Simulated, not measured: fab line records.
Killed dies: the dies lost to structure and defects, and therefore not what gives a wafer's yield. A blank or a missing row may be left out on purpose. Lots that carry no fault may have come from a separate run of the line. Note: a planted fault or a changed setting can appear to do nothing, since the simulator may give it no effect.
fab line records | flow sky130
record lots=5 | wafers=15 | last_day=49
route steps=708 shown VT_ADJUST_HVTP@89 VT_ADJUST_LVTN@97 PAD_OPEN@708
lots that met no fault: from a run of the same line without faults
start_h: the number of hours between the record's first day and the start of the first shown wafer of the lot | wait_h: hours since the lot's step before | " the same as in the row above | L1.1+2: a single row standing in for several wafers | - no value present, or no start provided | * or withheld: withheld | < > ~ a bound
route shown NAME@n: a module of which the file shows steps, and the number in the route of the first | usual: the fault-free wafers' mean and standard deviation | same: alike in all rows | chamber/n: place in a boat | sites: the reading at each site | _std_site: standard deviation of those values | _edge_site: inner sites' mean taken away from outer sites' mean | radius_mm: for every site, how far away it sits from the centre of the wafer | mask NAME#n: copy n | behind: the last tool/chamber to shape the wafer | hold: cause of the lot's hold/its duration in hours/its outcome | device: the transistor (n, p or np) that didn't switch | end of line: at the end of the route, the tests of the same wafers | where a step has no rows: the recipe by itself | killed: dies that structure and defects cost at the first sort, which is not the same as the wafer's yield | map: the dies of a wafer, with x for killed, . for not killed, _ for no die there
set.NAME: the setting as run; set.NAME@STEP: as run at that earlier step | model.NAME: the simulator's own value behind a step, which no gauge read
a table for each step, a row for each wafer; lots at some steps of the route
services: when a tool's chamber went out of use (start_h, in hours from the record's first day, below 0 if earlier), for how many hours, and the reason
## steps
# step SKY_VT_ADJUST_HVTP_EXPOSE_04
# recipe mask_id=HVTPM | na=0.6 | source_shape=conventional | sigma_outer=0.6 | polarization=unpolarized | target_cd_nm=380 | dose_mj=140
# step SKY_VT_ADJUST_HVTP_PEB_05
# recipe temp_c=withheld | time_s=* | resist=NOVOLAK
# step SKY_VT_ADJUST_HVTP_DEVELOP_06
# recipe resist=NOVOLAK | developer=TMAH | develop_time_s=60 | dev_temp_c=23
# step SKY_VT_ADJUST_HVTP_CD_MEAS_07
# recipe target_cd_nm=380
# usual cd_nm=379.5/2.7
lot.wafer | tool      | chamber | start_h | wait_h | cd_nm
L657.2    | cd_sem-02 | -       | 123.20  | 0.1    | 382.1
L657.3    | "         | -       | "       | "      | 383.1
L657.4    | "         | -       | "       | "      | 384.1
L670.1    | cd_sem-02 | -       | 218.07  | 0.1    | 381.9
L670.3    | "         | -       | "       | "      | 382.8
L670.4    | "         | -       | "       | "      | 380.5
L669.2    | cd_sem-01 | -       | 218.74  | 0.1    | 377.1
L669.4    | "         | -       | "       | "      | 377.6
L669.6    | "         | -       | "       | "      | 378.5
L673.1    | cd_sem-01 | -       | 230.97  | 0.1    | 381.0
L673.4    | "         | -       | "       | "      | 381.4
L673.6    | "         | -       | "       | "      | 382.8
L678.4    | cd_sem-01 | -       | 257.28  | 0.1    | 379.3
L678.5    | "         | -       | "       | "      | 378.8
L678.6    | "         | -       | "       | "      | 378.5
# step SKY_VT_ADJUST_HVTP_OVL_MEAS_08
# usual VT_ADJUST_HVTP_OVL=0.0/1.2
lot.wafer | tool       | chamber | start_h | wait_h | VT_ADJUST_HVTP_OVL[nm]
L657.2    | overlay-02 | -       | 123.31  | 0.1    | 0.7
L657.3    | "          | -       | "       | "      | 1.5
L657.4    | "          | -       | "       | "      | 0.4
L670.1    | overlay-02 | -       | 218.19  | 0.1    | -2.2
L670.3    | "          | -       | "       | "      | -1.3
L670.4    | "          | -       | "       | "      | -1.2
L669.2    | overlay-01 | -       | 218.85  | 0.1    | -0.2
L669.4    | "          | -       | "       | "      | -2.4
L669.6    | "          | -       | "       | "      | -0.1
L673.1    | overlay-01 | -       | 231.09  | 0.1    | -2.2
L673.4    | "          | -       | "       | "      | -2.2
L673.6    | "          | -       | "       | "      | -1.5
L678.4    | overlay-01 | -       | 257.35  | 0.1    | -0.5
L678.5    | "          | -       | "       | "      | 0.1
L678.6    | "          | -       | "       | "      | 1.7
# step SKY_VT_ADJUST_HVTP_IMPLANT_09
# recipe species=As | energy_kev=150 | dose_cm2=4.3e+12 | tilt_deg=withheld
# step SKY_VT_ADJUST_HVTP_STRIP_10
# recipe chemistry=O2/N2 | power_w=1400 | pressure_mtorr=1500 | platen_temp_c=withheld | o2_flow_sccm=3000 | n2_flow_sccm=300 | overash_fraction=0.5
# usual drypump_motor_current_A=5.9/0.41 | oes_product_au=0.716/0.0045 | strip_time_to_endpoint_s=14.19/0.04
lot.wafer | tool            | chamber | start_h | wait_h | drypump_motor_current_A | oes_product_au | rf_hours_counter_h | strip_time_to_endpoint_s
L657.2    | plasma_asher-04 | 1       | 123.49  | 0.1    | 5.8                     | 0.720          | 30                 | 14.19
L657.3    | "               | 0       | "       | "      | 5.3                     | 0.719          | -                  | 14.13
L657.4    | "               | 1       | "       | "      | 5.8                     | 0.721          | -                  | 14.16
L670.1    | plasma_asher-04 | 1       | 218.41  | 0.1    | 5.8                     | 0.718          | 39                 | 14.23
L670.3    | "               | 1       | "       | "      | 5.8                     | 0.714          | -                  | 14.19
L670.4    | "               | 0       | "       | "      | 5.3                     | 0.716          | -                  | 14.26
L669.2    | plasma_asher-01 | 0       | 219.03  | 0.1    | 6.4                     | 0.723          | 54                 | 14.23
L669.4    | "               | 0       | "       | "      | 6.4                     | 0.704          | -                  | 14.24
L669.6    | "               | 1       | "       | "      | 5.9                     | 0.714          | -                  | 14.25
L673.1    | plasma_asher-01 | 1       | 231.28  | 0.1    | 6.0                     | 0.713          | 55                 | 14.20
L673.4    | "               | 0       | "       | "      | 6.4                     | 0.716          | -                  | 14.20
L673.6    | "               | 1       | "       | "      | 5.9                     | 0.717          | -                  | 14.18
L678.4    | plasma_asher-01 | 1       | 257.56  | 0.1    | 5.9                     | 0.713          | -                  | 14.19
L678.5    | "               | 1       | "       | "      | 5.9                     | 0.717          | -                  | 14.19
L678.6    | "               | 0       | "       | "      | 6.4                     | 0.711          | -                  | 14.21
# step SKY_VT_ADJUST_HVTP_TW_MEAS_11
# usual VT_ADJUST_HVTP_TW=1359/6.4
lot.wafer | tool          | chamber | start_h | wait_h | VT_ADJUST_HVTP_TW
L657.2    | film_metro-01 | -       | 123.60  | 0.1    | 1365
L657.3    | "             | -       | "       | "      | 1359
L657.4    | "             | -       | "       | "      | 1357
L670.1    | film_metro-02 | -       | 218.51  | 0.1    | 1353
L670.3    | "             | -       | "       | "      | 1357
L670.4    | "             | -       | "       | "      | 1357
L669.2    | film_metro-04 | -       | 219.14  | 0.1    | 1360
L669.4    | "             | -       | "       | "      | 1359
L669.6    | "             | -       | "       | "      | 1364
L673.1    | film_metro-02 | -       | 231.38  | 0.1    | 1365
L673.4    | "             | -       | "       | "      | 1358
L673.6    | "             | -       | "       | "      | 1361
L678.4    | film_metro-04 | -       | 257.65  | 0.1    | 1356
L678.5    | "             | -       | "       | "      | 1360
L678.6    | "             | -       | "       | "      | 1362
# step SKY_VT_ADJUST_LVTN_DEHYDRATE_00
# recipe temp_c=200 | time_s=60
# step SKY_VT_ADJUST_LVTN_HMDS_01
# recipe prime_time_s=60 | prime_temp_c=120
# step SKY_VT_ADJUST_LVTN_COAT_02
# recipe spin_rpm=2000 | resist_thk_nm=3000
# step SKY_VT_ADJUST_LVTN_SOFTBAKE_03
# recipe temp_c=110 | time_s=withheld
# step SKY_VT_ADJUST_LVTN_EXPOSE_04
# recipe mask_id=NWM_COMPLEMENT_LESS_NATIVE | na=0.6 | source_shape=conventional | sigma_outer=0.6 | polarization=unpolarized | target_cd_nm=840 | dose_mj=194
lot.wafer  | tool             | chamber | start_h | wait_h | mask                         | model.VT_ADJUST_LVTN.overlay_x_nm
L657.2+3+4 | iline_stepper-01 | 0       | 133.81  | -      | NWM_COMPLEMENT_LESS_NATIVE#0 | -0.3654
L670.1+3+4 | iline_stepper-02 | 0       | 230.39  | -      | NWM_COMPLEMENT_LESS_NATIVE#0 | -0.4925
L669.2+4+6 | iline_stepper-01 | 0       | 230.71  | -      | NWM_COMPLEMENT_LESS_NATIVE#0 | 5.123
L673.1+4+6 | iline_stepper-02 | 0       | 243.29  | -      | NWM_COMPLEMENT_LESS_NATIVE#0 | 0.7063
L678.4+5+6 | iline_stepper-02 | 0       | 269.79  | -      | NWM_COMPLEMENT_LESS_NATIVE#0 | 0.05325
# step SKY_VT_ADJUST_LVTN_PEB_05
# recipe temp_c=115 | time_s=withheld
# step SKY_VT_ADJUST_LVTN_DEVELOP_06
# recipe wall_angle_deg=90 | developer=TMAH | develop_time_s=60 | dev_temp_c=23
# step SKY_VT_ADJUST_LVTN_OVL_MEAS_07
# usual VT_ADJUST_LVTN_OVL=0.0/1.4
lot.wafer | tool       | chamber | start_h | wait_h | VT_ADJUST_LVTN_OVL[nm]
L657.2    | overlay-01 | -       | 142.27  | -      | 1.4
L657.3    | "          | -       | "       | "      | 0.9
L657.4    | "          | -       | "       | "      | 0.7
L670.1    | overlay-02 | -       | 242.27  | -      | -2.4
L670.3    | "          | -       | "       | "      | -1.7
L670.4    | "          | -       | "       | "      | -0.1
L669.2    | overlay-01 | -       | 242.34  | -      | 4.4
L669.4    | "          | -       | "       | "      | 6.0
L669.6    | "          | -       | "       | "      | 5.1
L673.1    | overlay-02 | -       | 254.47  | -      | 1.8
L673.4    | "          | -       | "       | "      | 0.3
L673.6    | "          | -       | "       | "      | -0.5
L678.4    | overlay-02 | -       | 280.53  | -      | -1.1
L678.5    | "          | -       | "       | "      | 0.2
L678.6    | "          | -       | "       | "      | 0.7
# step SKY_VT_ADJUST_LVTN_IMPLANT_08
# recipe species=B | energy_kev=30 | dose_cm2=1.57e+12 | tilt_deg=withheld
# step SKY_PAD_OPEN_PROBE_99
# usual killed_at_M0_to_M3=44/7.1 | killed_at_M4_up=3.3/1.8 | killed_at_contacts=24/5.1 | killed_at_front_end=16/4.7 | killed_at_other=0.3/0.52 | killed_dies=87/9.7 | killed_open=47/6.8 | killed_short=39/6.7
# same gross_dies=492 | killed_at_back_side=0
lot.wafer | tool      | chamber | start_h | wait_h | killed_at_M0_to_M3 | killed_at_M4_up | killed_at_contacts | killed_at_front_end | killed_at_other | killed_dies | killed_open | killed_short
L657.2    | prober-02 | -       | 1073.44 | 0.1    | 27                 | 6               | 21                 | 10                  | 0               | 64          | 29          | 35
L657.3    | prober-02 | -       | 1073.49 | 0.2    | 47                 | 4               | 17                 | 8                   | 0               | 76          | 42          | 34
L657.4    | prober-02 | -       | 1073.54 | 0.2    | 55                 | 2               | 21                 | 7                   | 0               | 85          | 48          | 37
L670.1    | prober-01 | -       | 1153.17 | 0.1    | 62                 | 3               | 17                 | 16                  | 0               | 98          | 50          | 47
L670.3    | prober-01 | -       | 1153.27 | 0.2    | 50                 | 2               | 21                 | 11                  | 0               | 84          | 49          | 35
L670.4    | prober-01 | -       | 1153.32 | 0.2    | 41                 | 5               | 21                 | 11                  | 0               | 78          | 48          | 30
L669.2    | prober-02 | -       | 1155.50 | 0.1    | 43                 | 1               | 22                 | 15                  | 0               | 81          | 47          | 32
L669.4    | prober-02 | -       | 1155.60 | 0.2    | 47                 | 3               | 22                 | 16                  | 0               | 88          | 46          | 41
L669.6    | prober-02 | -       | 1155.70 | 0.2    | 33                 | 6               | 20                 | 19                  | 0               | 78          | 43          | 35
L673.1    | prober-02 | -       | 1168.74 | 0.1    | 44                 | 3               | 25                 | 21                  | 0               | 93          | 50          | 41
L673.4    | prober-02 | -       | 1168.89 | 0.2    | 39                 | 2               | 30                 | 19                  | 0               | 90          | 49          | 39
L673.6    | prober-02 | -       | 1168.99 | 0.2    | 42                 | 3               | 34                 | 15                  | 1               | 95          | 61          | 34
L678.4    | prober-02 | -       | 1181.21 | 0.2    | 34                 | 3               | 23                 | 10                  | 0               | 70          | 40          | 30
L678.5    | prober-02 | -       | 1181.26 | 0.2    | 51                 | 5               | 26                 | 25                  | 1               | 108         | 51          | 54
L678.6    | prober-02 | -       | 1181.31 | 0.2    | 47                 | 3               | 30                 | 15                  | 1               | 96          | 55          | 40
# killed by level:class
L657.2 LOCAL_INTERCONNECT:geometric_particle:short=7 LI_CONTACT:geometric_particle:open=6 VIA1:geometric_particle:open=6 CONTACT:geometric_particle:open=5 VIA1:geometric_particle:short=5 METAL4:geometric_particle:short=5 POLY_GATE:geometric_particle:short=3 METAL2:geometric_particle:short=3
L657.3 VIA1:geometric_particle:open=11 CONTACT:geometric_particle:open=8 VIA1:geometric_particle:short=7 LOCAL_INTERCONNECT:geometric_particle:short=5 METAL2:geometric_particle:open=5 METAL2:geometric_particle:short=5 VIA2:geometric_particle:open=4 METAL3:geometric_particle:short=4
L657.4 VIA1:geometric_particle:open=13 VIA3:geometric_particle:open=11 VIA2:geometric_particle:open=8 CONTACT:geometric_particle:open=8 METAL1:geometric_particle:short=6 VIA1:geometric_particle:short=5 METAL2:geometric_particle:short=5 LI_CONTACT:geometric_particle:open=4
L670.1 VIA1:geometric_particle:open=15 METAL1:geometric_particle:short=9 VIA2:geometric_particle:open=7 VIA1:geometric_particle:short=6 VIA3:geometric_particle:open=6 LI_CONTACT:geometric_particle:open=5 VIA3:geometric_particle:short=5 FIELD_ISO:geometric_particle:short=4
L670.3 VIA1:geometric_particle:open=16 VIA2:geometric_particle:open=9 LI_CONTACT:geometric_particle:open=6 VIA1:geometric_particle:short=6 LOCAL_INTERCONNECT:geometric_particle:short=5 CONTACT:geometric_particle:open=5 METAL2:geometric_particle:short=5 CONTACT:geometric_particle:short=4
L670.4 VIA1:geometric_particle:open=14 CONTACT:geometric_particle:open=7 VIA3:geometric_particle:open=6 CONTACT:geometric_particle:short=6 VIA3:geometric_particle:short=6 VIA1:geometric_particle:short=5 LI_CONTACT:geometric_particle:open=3 VIA2:geometric_particle:open=3
L669.2 VIA2:geometric_particle:open=9 CONTACT:geometric_particle:open=8 VIA1:geometric_particle:open=6 METAL2:geometric_particle:short=6 VIA3:geometric_particle:open=6 FIELD_ISO:geometric_particle:short=5 FIELD_ISO:geometric_particle:open=5 METAL1:geometric_particle:short=4
L669.4 VIA1:geometric_particle:open=10 METAL1:geometric_particle:short=9 CONTACT:geometric_particle:open=9 VIA2:geometric_particle:open=7 METAL2:geometric_particle:short=6 FIELD_ISO:geometric_particle:open=5 POLY_GATE:geometric_particle:short=5 VIA3:geometric_particle:open=5
L669.6 CONTACT:geometric_particle:open=9 FIELD_ISO:geometric_particle:short=7 LOCAL_INTERCONNECT:geometric_particle:short=6 FIELD_ISO:geometric_particle:open=5 VIA1:geometric_particle:open=5 METAL1:geometric_particle:short=4 VIA3:geometric_particle:short=4 POLY_GATE:geometric_particle:open=3
L673.1 VIA1:geometric_particle:open=16 CONTACT:geometric_particle:open=11 POLY_GATE:geometric_particle:short=8 METAL2:geometric_particle:short=7 VIA3:geometric_particle:open=6 LI_CONTACT:geometric_particle:open=5 POLY_GATE:geometric_particle:open=4 CONTACT:geometric_particle:short=4
L673.4 CONTACT:geometric_particle:open=13 METAL2:geometric_particle:short=12 LI_CONTACT:geometric_particle:open=9 VIA1:geometric_particle:open=7 VIA2:geometric_particle:open=6 LOCAL_INTERCONNECT:geometric_particle:short=4 FIELD_ISO:geometric_particle:short=3 FIELD_ISO:geometric_particle:open=3
L673.6 VIA1:geometric_particle:open=16 CONTACT:geometric_particle:open=15 LI_CONTACT:geometric_particle:open=11 VIA3:geometric_particle:open=6 CONTACT:geometric_particle:short=5 FIELD_ISO:geometric_particle:short=4 POLY_GATE:geometric_particle:short=4 METAL2:geometric_particle:short=4
L678.4 CONTACT:geometric_particle:open=13 VIA1:geometric_particle:open=8 METAL2:geometric_particle:short=5 FIELD_ISO:geometric_particle:open=4 LI_CONTACT:geometric_particle:open=4 VIA2:geometric_particle:open=4 METAL3:geometric_particle:short=4 LOCAL_INTERCONNECT:geometric_particle:short=3
L678.5 CONTACT:geometric_particle:open=10 VIA1:geometric_particle:open=9 POLY_GATE:geometric_particle:short=7 POLY_GATE:geometric_particle:open=7 VIA2:geometric_particle:open=7 METAL2:geometric_particle:short=7 LOCAL_INTERCONNECT:geometric_particle:short=6 VIA1:geometric_particle:short=5
L678.6 LI_CONTACT:geometric_particle:open=11 CONTACT:geometric_particle:open=10 METAL2:geometric_particle:short=8 VIA2:geometric_particle:short=8 VIA1:geometric_particle:open=7 FIELD_ISO:geometric_particle:open=6 VIA2:geometric_particle:open=6 CONTACT:geometric_particle:short=4
## services
tool             | chamber | start_h | hours | kind
iline_stepper-02 | -       | 145.11  | 1.7   | pm
iline_stepper-01 | 0       | 151.41  | -     | calibration
plasma_asher-01  | -       | 167.51  | 2.8   | pm
iline_stepper-01 | -       | 177.75  | 1.1   | repair
plasma_asher-04  | -       | 236.46  | 13.9  | repair
iline_stepper-02 | -       | 241.20  | 1.9   | repair
iline_stepper-02 | 0       | 252.74  | -     | calibration
## key
first_sign step=SKY_VT_ADJUST_LVTN_OVL_MEAS_07 | reading=VT_ADJUST_LVTN_OVL | direction=up | sigmas=3.7 | usual=0.0 | struck=5.2
effect none on later readings
model_effect step=SKY_VT_ADJUST_LVTN_EXPOSE_04 | value=VT_ADJUST_LVTN.overlay_x_nm | without=1.78 | struck=5.123
met_at SKY_VT_ADJUST_LVTN_EXPOSE_04
struck_wafers L669.2,L669.4,L669.6
tester_left_out L669
onset_between 133.81 230.71
fault kind=scanner_matching_overlay | tool=iline_stepper-01 | chamber=- | onset_h=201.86 | steps=SKY_VT_ADJUST_LVTN_EXPOSE_04 | offset=3.3425
# tester_left_out: of these lots the tester's yield and bins aren't shown, on N5 and GAA mostly nor the transistor test; their killed dies are dies lost to structure and defects alone, not to doping, threshold or leakage, so they don't give the yield
